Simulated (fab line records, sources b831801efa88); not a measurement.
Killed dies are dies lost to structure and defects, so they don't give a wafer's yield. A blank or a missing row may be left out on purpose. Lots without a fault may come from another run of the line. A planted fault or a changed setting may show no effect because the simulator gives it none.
Which tool did it? | flow sfq_line | 15 lots, 45 wafers sampled, at 6 steps of a route of 325

WHAT THE GAUGES READ, wafer by wafer
SFQ_I0_OVL_MEAS_908. Usual: I0_OVL -1 nm, standard deviation 4.7.
lot  | measured     | on         | I0_OVL (nm) | flag
L358 | day 16 04:24 | overlay-01 | 5 7 3       |
L359 | day 16 16:23 | overlay-01 | -1 7 9      |
L361 | day 17 07:59 | overlay-01 | 5 -3 -2     |
L365 | day 19 15:19 | overlay-02 | -4 -4 2     |
L367 | day 19 22:49 | overlay-02 | -3 3 -8     |
L368 | day 20 07:13 | overlay-02 | -6 2 -9     |
L369 | day 20 09:37 | overlay-02 | 4 -1 -3     |
L370 | day 20 19:13 | overlay-01 | -2 -5 -7    |
L373 | day 22 17:47 | overlay-01 | -6 0 0      |
L375 | day 23 12:59 | overlay-01 | 8 6 5       |
L376 | day 24 02:12 | overlay-02 | -2 -5 -1    |
L377 | day 24 14:11 | overlay-01 | 3 -2 1      |
L378 | day 24 22:35 | overlay-02 | 1 -3 1      |
L379 | day 25 17:25 | overlay-02 | -2 7 9      |
L381 | day 26 22:47 | overlay-01 | 1 4 -6      |

SFQ_M2_RS_MEAS_914: measures by four-point-probe. Usual: M2_NB_RS 0.892 ohm/sq, standard deviation 0.0076.
lot  | measured     | on            | M2_NB_RS (ohm/sq) | flag
L358 | day 29 02:17 | film_metro-03 | 0.894 0.896 0.902 |
L359 | day 29 15:26 | film_metro-01 | 0.901 0.897 0.889 |
L361 | day 30 05:38 | film_metro-03 | 0.891 0.897 0.892 |
L365 | day 32 04:37 | film_metro-04 | 0.878 0.879 1.218 | OFF
L367 | day 32 11:46 | film_metro-01 | 0.900 1.238 1.245 | OFF
L368 | day 32 16:32 | film_metro-04 | 0.902 0.891 1.261 | OFF
L369 | day 32 18:56 | film_metro-04 | 0.889 0.887 0.886 |
L370 | day 33 02:08 | film_metro-04 | 0.899 0.889 0.891 |
L373 | day 34 07:11 | film_metro-04 | 0.902 0.902 0.891 |
L375 | day 35 09:26 | film_metro-01 | 0.885 0.878 0.885 |
L376 | day 36 06:58 | film_metro-04 | 0.884 0.886 0.890 |
L377 | day 37 08:44 | film_metro-03 | 0.898 0.893 0.887 |
L378 | day 37 22:43 | film_metro-03 | 0.895 0.898 0.898 |
L379 | day 38 21:08 | film_metro-03 | 0.888 0.893 0.898 |
L381 | day 39 13:51 | film_metro-04 | 0.886 0.883 0.892 |

SFQ_M4_OVL_MEAS_926. Usual: M4_OVL 1 nm, standard deviation 4.6.
lot  | measured     | on         | M4_OVL (nm) | flag
L358 | day 47 00:53 | overlay-01 | -4 -1 1     |
L359 | day 47 10:52 | overlay-01 | 1 11 8      |
L361 | day 48 02:01 | overlay-01 | -1 -6 -3    |
L365 | day 56 18:08 | overlay-02 | -3 1 0      |
L367 | day 57 01:22 | overlay-02 | 7 5 5       |
L368 | day 57 06:55 | overlay-01 | 5 4 6       |
L369 | day 57 10:31 | overlay-01 | -4 -2 -4    |
L370 | day 57 23:22 | overlay-01 | 0 4 2       |
L373 | day 58 23:21 | overlay-02 | 10 5 6      |
L375 | day 60 01:45 | overlay-02 | 5 -1 6      |
L376 | day 60 16:17 | overlay-01 | -1 -3 -10   |
L377 | day 61 18:40 | overlay-02 | 3 6 9       |
L378 | day 62 13:55 | overlay-01 | 3 10 4      |
L379 | day 63 00:41 | overlay-02 | 4 -2 -4     |
L381 | day 63 06:18 | overlay-02 | 0 -1 9      |

SFQ_I4_BOW_MEAS_927. Usual: I4_BOW 4 um, standard deviation 8.9.
lot  | measured     | on            | I4_BOW (um) | flag
L358 | day 47 05:08 | film_metro-04 | -17 -2 -6   |
L359 | day 47 14:56 | film_metro-02 | -7 7 -12    |
L361 | day 48 07:14 | film_metro-01 | -5 2 -1     |
L365 | day 57 06:49 | film_metro-01 | -2 -9 -6    |
L367 | day 57 15:53 | film_metro-02 | 2 2 -4      |
L368 | day 57 21:43 | film_metro-02 | 11 6 14     |
L369 | day 58 00:43 | film_metro-04 | 5 12 7      |
L370 | day 58 09:43 | film_metro-04 | -6 15 7     |
L373 | day 59 03:25 | film_metro-04 | 11 19 2     |
L375 | day 60 05:50 | film_metro-02 | 5 5 21      |
L376 | day 60 23:15 | film_metro-02 | 15 6 13     |
L377 | day 62 00:32 | film_metro-04 | 5 13 -3     |
L378 | day 62 19:34 | film_metro-01 | 7 17 5      |
L379 | day 63 04:47 | film_metro-01 | 9 8 4       |
L381 | day 63 10:26 | film_metro-04 | -5 -6 6     |

WHICH TOOL RAN EACH LOT (tool, then ch and the chambers of the sampled wafers, then the start)
lot  | SFQ_TRILAYER_M2_DEP_SPUTTER_055 | SFQ_TRILAYER_M2_ETCH_METAL_ETCH_060
L358 | pvd_sputter-05, day 29 02:08    | rie_metal-03 ch 0,1, day 33 20:28
L359 | pvd_sputter-04, day 29 15:20    | rie_metal-01 ch 0,1, day 34 07:14
L361 | pvd_sputter-03, day 30 05:33    | rie_metal-04 ch 0,1, day 34 21:38
L365 | pvd_sputter-04, day 32 04:32    | rie_metal-03 ch 0,1, day 37 11:55
L367 | pvd_sputter-04, day 32 11:37    | rie_metal-03 ch 0,1, day 37 20:10
L368 | pvd_sputter-04, day 32 16:24    | rie_metal-04 ch 0,1, day 38 04:36
L369 | pvd_sputter-05, day 32 18:48    | rie_metal-01 ch 0,1, day 38 09:22
L370 | pvd_sputter-05, day 33 02:00    | rie_metal-04 ch 0,1, day 38 21:22
L373 | pvd_sputter-05, day 34 07:06    | rie_metal-03 ch 0,1, day 40 10:34
L375 | pvd_sputter-03, day 35 09:20    | rie_metal-03 ch 0,1, day 41 15:11
L376 | pvd_sputter-04, day 36 06:49    | rie_metal-01 ch 0,1, day 42 12:49
L377 | pvd_sputter-03, day 37 08:38    | rie_metal-01 ch 0, day 43 16:02
L378 | pvd_sputter-04, day 37 22:38    | rie_metal-01 ch 0,1, day 44 05:11
L379 | pvd_sputter-05, day 38 21:02    | rie_metal-01 ch 0,1, day 44 15:59
L381 | pvd_sputter-03, day 39 13:44    | rie_metal-03 ch 0,1, day 45 03:59
- SFQ_TRILAYER_M2_DEP_SPUTTER_055: material Nb, target thk 200 nm, time 133.3 s.
- SFQ_TRILAYER_M2_ETCH_METAL_ETCH_060: etches Nb in Cl2/Ar, stops on SiO2, target depth 240 nm, time 120 s.

WHAT THE TOOLS THEMSELVES READ (means of the sampled wafers that have a number; where no wafer has one, the mark that the record gives instead)
SFQ_TRILAYER_M2_DEP_SPUTTER_055. Usual: substrate_temp_c 20.01 C, standard deviation 0.11; throttle_valve_pct 30.4 %, standard deviation 1.
lot  | tool           | substrate_temp_c (C) | throttle_valve_pct (%) | flag
L358 | pvd_sputter-05 | 20.08                | 29.8                   |
L359 | pvd_sputter-04 | 19.95                | 30.7                   |
L361 | pvd_sputter-03 | 20.02                | 31.0                   |
L365 | pvd_sputter-04 | 19.90                | 30.9                   |
L367 | pvd_sputter-04 | 19.93                | 30.6                   |
L368 | pvd_sputter-04 | 20.02                | 31.1                   |
L369 | pvd_sputter-05 | 20.04                | 29.6                   |
L370 | pvd_sputter-05 | 19.97                | 29.6                   |
L373 | pvd_sputter-05 | 20.00                | 29.2                   |
L375 | pvd_sputter-03 | 20.01                | 30.8                   |
L376 | pvd_sputter-04 | 20.19                | 30.0                   |
L377 | pvd_sputter-03 | 20.07                | 30.3                   |
L378 | pvd_sputter-04 | 19.96                | 30.1                   |
L379 | pvd_sputter-05 | 20.03                | 29.6                   |
L381 | pvd_sputter-03 | 19.98                | 30.3                   |

SFQ_TRILAYER_M2_ETCH_METAL_ETCH_060. Usual: bias_w 79.95 W, standard deviation 0.24; drypump_motor_current_A 6.0 A, standard deviation 0.47; oes_product_au 0.893 a.u., standard deviation 0.0066.
lot  | tool         | bias_w (W) | drypump_motor_current_A (A) | oes_product_au (a.u.) | flag
L358 | rie_metal-03 | 79.80      | 6.2                         | 0.891                 |
L359 | rie_metal-01 | 80.09      | 5.4                         | 0.894                 |
L361 | rie_metal-04 | 79.71      | 6.6                         | 0.892                 |
L365 | rie_metal-03 | 79.93      | 6.3                         | 0.857                 | OFF
L367 | rie_metal-03 | 79.94      | 6.1                         | 0.796                 | OFF
L368 | rie_metal-04 | 79.89      | 6.6                         | 0.845                 | OFF
L369 | rie_metal-01 | 80.00      | 5.5                         | 0.899                 |
L370 | rie_metal-04 | 79.70      | 6.6                         | 0.893                 |
L373 | rie_metal-03 | 80.04      | 6.3                         | 0.891                 |
L375 | rie_metal-03 | 80.04      | 6.2                         | 0.899                 |
L376 | rie_metal-01 | 79.80      | 5.5                         | 0.894                 |
L377 | rie_metal-01 | 79.98      | 5.4                         | 0.896                 |
L378 | rie_metal-01 | 80.18      | 5.5                         | 0.890                 |
L379 | rie_metal-01 | 80.12      | 5.5                         | 0.890                 |
L381 | rie_metal-03 | 79.87      | 6.3                         | 0.901                 |

THE ANSWER, worked out from the rows above alone
Rule: a lot is off if the mean of its wafers that have a number lies more than 3 standard deviations from the usual mean. A lot without any number at a reading at which 4 lots or more have one is off too. The other lots that the step has rows for count as sound. The gauges are gone through in route order, then the tools' own readings, and for those a lot's mean is taken as printed above. The first step at which some lot is off is used, and at that step the reading that is off furthest; a lot without a number counts as furthest.
Off: L365, L367, L368, at SFQ_M2_RS_MEAS_914 (M2_NB_RS).
A tool fits if, at a process step before that reading, it ran every lot that is off, and no sound lot after the first of them. The gauges at SFQ_M2_RS_MEAS_914 aren't tried: what is off there is off at SFQ_TRILAYER_M2_ETCH_METAL_ETCH_060 too, on other tools, and a gauge's error can't cause that. None of those tried fits.

WHAT THE SIMULATOR HAD PUT IN
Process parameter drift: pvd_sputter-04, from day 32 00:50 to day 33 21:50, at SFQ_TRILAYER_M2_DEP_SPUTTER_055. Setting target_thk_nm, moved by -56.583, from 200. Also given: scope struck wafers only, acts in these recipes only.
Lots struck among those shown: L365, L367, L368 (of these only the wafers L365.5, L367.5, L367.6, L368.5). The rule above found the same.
